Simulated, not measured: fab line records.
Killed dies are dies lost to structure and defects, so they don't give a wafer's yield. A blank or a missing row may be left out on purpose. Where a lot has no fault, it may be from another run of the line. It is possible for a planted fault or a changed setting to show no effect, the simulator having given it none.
Matching of chambers || flow gf180mcu || pecvd-03 running GF_V5_CVD_02: 3 sister chambers
The step deposits SiO2 from TEOS, target thk 1450 nm, time 163.28 s. 14 wafers are shown with their chamber, then 7 later ones without.

## EACH WAFER AND ITS CHAMBER
{"wafer": "L076.3", "chamber": 2, "heater power w (W)": 788, "rf fwd power W (W)": 597.8}
{"wafer": "L076.4", "chamber": 0, "heater power w (W)": 531, "rf fwd power W (W)": 600.1}
{"wafer": "L076.6", "chamber": 1, "heater power w (W)": 486, "rf fwd power W (W)": 598.7}
{"wafer": "L078.2", "chamber": 2, "heater power w (W)": 780, "rf fwd power W (W)": 596.1}
{"wafer": "L078.4", "chamber": 2, "heater power w (W)": 627, "rf fwd power W (W)": 595.9}
{"wafer": "L078.5", "chamber": 1, "heater power w (W)": 462, "rf fwd power W (W)": 594.3}
{"wafer": "L079.1", "chamber": 0, "heater power w (W)": 652, "rf fwd power W (W)": 600.0}
{"wafer": "L079.4", "chamber": 0, "heater power w (W)": 505, "rf fwd power W (W)": 600.4}
{"wafer": "L079.6", "chamber": 2, "heater power w (W)": 654, "rf fwd power W (W)": 597.2}
{"wafer": "L080.3", "chamber": 1, "heater power w (W)": 581, "rf fwd power W (W)": 599.8}
{"wafer": "L080.4", "chamber": 1, "heater power w (W)": 466, "rf fwd power W (W)": 596.0}
{"wafer": "L080.5", "chamber": 2, "heater power w (W)": 644, "rf fwd power W (W)": 595.4}
{"wafer": "L084.1", "chamber": 0, "heater power w (W)": 598, "rf fwd power W (W)": 597.5}
{"wafer": "L084.3", "chamber": 1, "heater power w (W)": 587, "rf fwd power W (W)": 596.6}

SIGNATURES (averages over the wafers above)
{"reading": "heater power w", "chamber 0": 571.50, "chamber 1": 516.40, "chamber 2": 698.60, "scatter within a chamber": 69.8}
{"reading": "rf fwd power W", "chamber 0": 599.500, "chamber 1": 597.080, "chamber 2": 596.480, "scatter within a chamber": 1.61}
Rule: distance of a wafer from a chamber = root of the sum over the readings of ((wafer's reading minus chamber's mean) / reading's scatter) squared. The wafer belongs to the nearest chamber; if the next one is less than 2 further off, it can't be placed. The scatter: take each reading less its chamber's mean, square it, sum over the shown wafers, divide by the number of wafers less the number of chambers, and take the root.

## WAFERS WITHOUT THEIR CHAMBER
{"wafer": "L084.6", "heater power w (W)": 667, "rf fwd power W (W)": 598.5}
{"wafer": "L090.1", "heater power w (W)": 617, "rf fwd power W (W)": 600.9}
{"wafer": "L090.3", "heater power w (W)": 802, "rf fwd power W (W)": 598.8}
{"wafer": "L090.6", "heater power w (W)": 567, "rf fwd power W (W)": 595.6}
{"wafer": "L094.1", "heater power w (W)": 640, "rf fwd power W (W)": 597.2}
{"wafer": "L094.3", "heater power w (W)": 702, "rf fwd power W (W)": 596.7}
{"wafer": "L094.5", "heater power w (W)": 519, "rf fwd power W (W)": 596.3}

## WHICH CHAMBER EACH ONE RAN IN
{"wafer": "L084.6", "from the rows above": "can't be placed: 2 or 0 or 1", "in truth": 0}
{"wafer": "L090.1", "from the rows above": "can't be placed: 0 or 1 or 2", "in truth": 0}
{"wafer": "L090.3", "from the rows above": "can't be placed: 2 or 0", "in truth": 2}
{"wafer": "L090.6", "from the rows above": "can't be placed: 1 or 2 or 0", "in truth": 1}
{"wafer": "L094.1", "from the rows above": "can't be placed: 2 or 0 or 1", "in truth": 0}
{"wafer": "L094.3", "from the rows above": 2, "in truth": 2}
{"wafer": "L094.5", "from the rows above": "can't be placed: 1 or 0", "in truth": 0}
1 of 7 placed correctly. Unplaceable from these rows: 6, with the true chamber sitting among the candidates in 6. Number placed wrongly: 0.
